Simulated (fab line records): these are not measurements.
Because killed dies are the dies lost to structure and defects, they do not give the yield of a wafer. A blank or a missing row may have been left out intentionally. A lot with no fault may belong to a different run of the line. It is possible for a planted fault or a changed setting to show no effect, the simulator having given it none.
Struck lot and sound lot, side by side | flow sky130 | 17 out of 708 route steps
Sound: wafers L658.1, L658.4, L658.5. Struck: wafers L665.3, L665.5, L665.6. The cause is given at the end.
Each step with rows lists, per side, the tool, then ch with its chambers, then its first start. Under that, the readings that differ: sound wafers | struck wafers | difference of the means | sigmas: that difference in standard deviations of wafers without a fault.
alike: words and numbers the same on both sides, and readings whose means are apart by under 2 such deviations; not compared: readings that were withheld, readings missing a value for some wafer, numbers with overlapping values and no deviation given by the record, and bounds like >300 which may hide the same value.
Wherever a step has rows on one side only, a row that says differs or no value, or a row with sigmas, the two part there. Numbers that don't overlap but have no deviation are shown without sigmas and don't part them. A reading that every wafer of one side lacks parts them only if that side has two wafers or more.

SKY_LDD_P_OVL_MEAS_08:
  sound on overlay-02 at day 22 01:37; struck on overlay-02 at day 28 15:34
  reading        | sound          | struck      | difference | sigmas
  LDD_P_OVL (nm) | -0.2 -0.5 -2.0 | 1.3 1.3 2.3 | +2.5       | +2
next, for these wafers, 1 step has no rows: SKY_LDD_P_IMPLANT_09.
SKY_LDD_P_STRIP_10: strips in O2/N2.
  sound on plasma_asher-01 ch 0,1, day 22 01:48; struck on plasma_asher-04 ch 0,1, day 28 15:47
  alike: drypump_motor_current_A, oes_product_au, strip_time_to_endpoint_s
  not compared: rf_hours_counter_h
SKY_LDD_P_TW_MEAS_11:
  sound on film_metro-01 at day 22 01:54; struck on film_metro-03 at day 28 15:52
  alike: LDD_P_TW
then, 7 steps without rows for these wafers: SKY_LDD_HVN_DEHYDRATE_00 (time 60 s); SKY_LDD_HVN_HMDS_01 (prime time 60 s); SKY_LDD_HVN_COAT_02 (resist thk 300 nm); SKY_LDD_HVN_SOFTBAKE_03 (time 60 s); SKY_LDD_HVN_EXPOSE_04 (exposes mask HVNTM, target cd 700 nm); SKY_LDD_HVN_PEB_05; SKY_LDD_HVN_DEVELOP_06 (develop time 60 s).
SKY_LDD_HVN_OVL_MEAS_07:
  sound on overlay-01 at day 23 08:52; struck on overlay-02 at day 29 20:17
  alike: LDD_HVN_OVL
SKY_LDD_HVN_IMPLANT_08:
  sound on implanter-04 ch 0, day 23 08:54; struck on implanter-01 ch 0, day 29 20:22
  reading                   | sound                | struck               | difference | sigmas
  beam_energy_keV           | 59.962 59.998 59.998 | 40.733 40.756 40.742 | -19.242    | -99 or more
  model.implant.rp_nm (nm)  | 54.41 54.41 54.41    | 37.27 37.27 37.27    | -17.14     |
  model.implant.drp_nm (nm) | 28.15 28.15 28.15    | 20.24 20.24 20.24    | -7.91      |
  alike: beam_on_s
SKY_LDD_HVN_STRIP_09: strips in O2/N2.
  sound on plasma_asher-04 ch 0,1, day 23 09:03; struck on plasma_asher-04 ch 0,1, day 29 20:29
  alike: drypump_motor_current_A, oes_product_au, strip_time_to_endpoint_s
  not compared: rf_hours_counter_h
SKY_LDD_HVN_TW_MEAS_10:
  sound on film_metro-02 at day 23 09:09; struck on film_metro-03 at day 29 20:35
  reading    | sound          | struck         | difference | sigmas
  LDD_HVN_TW | 1457 1454 1457 | 1284 1285 1285 | -171       | -12
then, 1 step without rows for these wafers: SKY_LDD_HVP_DEHYDRATE_00 (time 60 s).
-- record jumps: 23 days separate the struck wafers' starts on either side; left off in module LDD_HVP, taken up again in module PAD_OPEN, whose first shown step is the route's number 708 --
SKY_PAD_OPEN_PROBE_99:
  sound on prober-02 at day 48 17:35; struck on prober-01 at day 52 13:32
  reading                                 | sound                | struck              | difference | sigmas
  model.etest.tip_n_5v.rs_ohm_sq          | 1401 1420 1410       | 1693 1682 1707      | +284       |
  model.etest.nfet_g5v0d10v5.r_on_ohm_um  | 1882 1888 1917       | 1920 1926 1938      | +32        |
  model.etest.nfet_g5v0d10v5.vt_sat_v (V) | 0.7799 0.7757 0.7711 | 0.808 0.8085 0.8183 | +0.036     |
  model.etest.nfet_g5v0d10v5.vt_v (V)     | 0.8418 0.8394 0.8302 | 0.8538 0.8532 0.862 | +0.0192    |
  alike: killed_at_M0_to_M3, killed_at_M4_up, killed_at_contacts, killed_at_front_end, killed_at_other, killed_dies, killed_open, killed_short
  not compared: model.etest.nfet_g5v0d10v5.drive_ua_um, model.etest.nfet_05v0_nvt.drive_ua_um

== WHERE THEY PART ==
Last at SKY_LDD_HVN_TW_MEAS_10 as far as this record goes, first at SKY_LDD_P_OVL_MEAS_08. Later steps at which nothing parts them and some readings are alike: SKY_PAD_OPEN_PROBE_99.

WHY: what had been put in by the simulator
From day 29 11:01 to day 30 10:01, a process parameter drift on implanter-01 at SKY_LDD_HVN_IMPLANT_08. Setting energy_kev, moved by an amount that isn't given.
